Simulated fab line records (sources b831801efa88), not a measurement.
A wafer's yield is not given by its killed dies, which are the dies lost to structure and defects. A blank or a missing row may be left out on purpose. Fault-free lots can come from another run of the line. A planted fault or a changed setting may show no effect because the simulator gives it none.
One fault seen from 2 desks / flow gf180mcu / every desk sees just its own numbers, and what lay behind them comes last

== AT THE TOOL OWNER'S DESK: implanter-01 ==
GF_NSD_IMPLANT_10, tool's own readings: per-lot mean of the sampled wafers with a number, covering each lot this tool ran. Marked OUT: a lot whose mean sits more than 4 standard deviations from the usual mean, which makes it out of limits; the brackets give that distance.
Columns: A = beam energy keV at GF_NSD_IMPLANT_10, usual 40.001
lot=L104; first seen here=day 13 04:25; A=39.984
lot=L109; first seen here=day 14 19:25; A=40.011
lot=L116; first seen here=day 17 15:42; A=43.485 (+99 or more) OUT
lot=L117; first seen here=day 18 01:17; A=43.490 (+99 or more) OUT
lot=L118; first seen here=day 18 14:53; A=43.494 (+99 or more) OUT
Finding of this desk: L116, L117, L118 out of limits; the first was L116 at day 17 15:42, on beam energy keV at GF_NSD_IMPLANT_10. In limits: L104, L109.

== THE METROLOGY DESK ==
What the gauges read, lot by lot, whatever tool the lot ran on: means of the sampled wafers that have a number. Marked OUT: a lot whose mean sits more than 4 standard deviations from the usual mean, which makes it out of limits; the brackets give that distance.
Columns: A = NSD_RS at GF_PSD_RS_MEAS_14, usual 46.10 ohm/sq; B = M4_ALCU_RS at GF_M4_RS_MEAS_05, usual 0.0697 ohm/sq; C = V4_OVL at GF_V4_OVL_MEAS_15, usual -3 nm
lot=L104; first seen here=day 14 01:01; A=46.11; B=0.0690; C=-3
lot=L106; first seen here=day 14 19:05; A=46.05; B=0.0695; C=-4
lot=L109; first seen here=day 15 17:41; A=46.11; B=0.0700; C=-1
lot=L110; first seen here=day 16 10:02; A=46.19; B=0.0702; C=-6
lot=L116; first seen here=day 18 15:20; A=46.34; B=0.0693; C=-5
lot=L117; first seen here=day 19 01:28; A=46.27; B=0.0691; C=5
lot=L118; first seen here=day 19 15:52; A=46.33; B=0.0701; C=-4
lot=L119; first seen here=day 20 00:15; A=46.18; B=0.0702; C=-1
lot=L120; first seen here=day 20 09:23; A=46.20; B=0.0697; C=-10
lot=L124; first seen here=day 21 06:10; A=46.18; B=0.0688; C=-13
lot=L125; first seen here=day 21 16:37; A=46.04; B=0.0696; C=2
lot=L126; first seen here=day 22 06:56; A=46.12; B=0.0702; C=-4
This desk's finding: nothing out of limits on any of the 12 lots.

== PUT TOGETHER ==
On L116, L117, L118, at day 17 15:42, an alarm was possible from the tool owner's desk.
At the metrology desk, nothing out of limits was observed.
The metrology desk has L116, L117, L118 on record, within its limits.
Every lot named ran GF_NSD_IMPLANT_10 on implanter-01.

== WHAT THE SIMULATOR PUT IN ==
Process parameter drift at GF_NSD_IMPLANT_10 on implanter-01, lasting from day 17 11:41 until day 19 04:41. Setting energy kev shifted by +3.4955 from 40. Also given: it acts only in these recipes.
Shown lots that were struck: L116, L117, L118.
Hours from the fault's start to each desk's first reading out of limits: the tool owner's desk, 4.
